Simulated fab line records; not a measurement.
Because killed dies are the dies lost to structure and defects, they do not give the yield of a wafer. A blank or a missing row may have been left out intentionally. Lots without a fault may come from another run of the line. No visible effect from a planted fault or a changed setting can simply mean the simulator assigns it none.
Problem report, 8D (eight disciplines) form, completed by code ; flow sky130 ; the parts of the form that need people (team, actions taken, sign-off) are left out

== 1. WHAT WENT WRONG ==
PASSIVATION_CVD_02_THK at SKY_PASSIVATION_THK_MEAS_03 reads a mean of 650 nm on 6 wafers of 2 lots; wafers without a fault read 541 nm with a standard deviation of 6. Relative to the usual mean, that is a shift of +18 standard deviations.
First seen on wafer L793.3, day 46 23:07, on film metro-03. The record has a number at this step for 36 wafers belonging to 12 lots. Rule for "out" (also "out of limits"): further than 4 standard deviations from the usual mean. The rest of the wafers with a number are treated as sound.

== 2. WHAT THIS IS AND IS NOT ==
question;is;is not
which readings at this step;PASSIVATION_CVD_02_THK;-
which lots;L793, L794;L784, L785, L786, L787, L788, L798, L800, L802, L803, L804
which wafers of those lots;all that have a number;-
read on which gauges;film metro-03;film metro-01, film metro-02
when;from day 46 23:07;"up to then (15 sound wafers); but 15 sound wafers of L798, L800, L802, L803, L804 came after"

== 3. THE SUSPECTS, EACH WITH WHAT RULES IT OUT ==
Counting: a tool at any process step up to the reading remains a suspect when it ran all the lots that are out and ran no sound lot after the first of those.
- the gauge at SKY_PASSIVATION_THK_MEAS_03: kept. All the wafers that are out were read on film metro-03, and no step on other tools shows them out.
- cmp-02 at SKY_VIA3_CMP_02 (polishes SiO2): ruled out as a lasting fault. Following L793 (day 42 03:50), the first lot on it that is out, the sound lots L798, L803, L804 were run on it.
- cvd w-02 at SKY_VIA3_CVD_21 (deposits W, target thk 390 nm, time 117.31 s): ruled out as a lasting fault. Following L793 (day 43 03:47), the first lot on it that is out, the sound lots L798, L800, L802, L803 were run on it.
- pecvd-04 at SKY_PASSIVATION_CVD_02 (deposits Si3N4, target thk 540 nm): kept. Every lot that is out went through it, starting with L793 (day 46 22:52), and after that it ran no sound lot; the last sound lot it ran before then is L787 (day 45 12:20).
Remaining after the count are pecvd-04 at SKY_PASSIVATION_CVD_02 and film metro-03 at SKY_PASSIVATION_THK_MEAS_03.

== 4. THE CAUSE (what the simulator had put in) ==
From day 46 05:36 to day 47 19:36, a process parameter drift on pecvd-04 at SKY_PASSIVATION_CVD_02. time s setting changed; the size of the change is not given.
After counting, 2 suspects remain, this tool included.

== 5. THE EFFECT CHAIN, in route order ==
Rows list readings where the struck wafers' mean (over those with a number) sits beyond 3 standard deviations from the usual. Only readings whose record carries a usual standard deviation are examined. hours: median over the lots of the time between each lot's start at the first step of this table that gives one and its start at this step. sigmas: the change, counted in usual standard deviations.
hours;step;reading;usual;on struck wafers;change;sigmas
0;SKY_PASSIVATION_THK_MEAS_03;PASSIVATION_CVD_02_THK;541 nm;650;+109;+18

== 6. HOW IT WOULD HAVE BEEN CAUGHT EARLIER ==
Counted from the fault's start at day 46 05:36, it took 18 hours until the first out-of-limits reading at a measuring or inspecting step in this record, taken at day 46 23:07.
No tool reading at SKY_PASSIVATION_CVD_02 that has a usual standard deviation in the record was out on any struck wafer, so an alarm limit of 4 standard deviations on those readings would not have fired.
L794, from the lots that are out (2), started SKY_PASSIVATION_CVD_02 on pecvd-04 later than day 46 23:07. Putting the tool on hold at that point would have spared it.
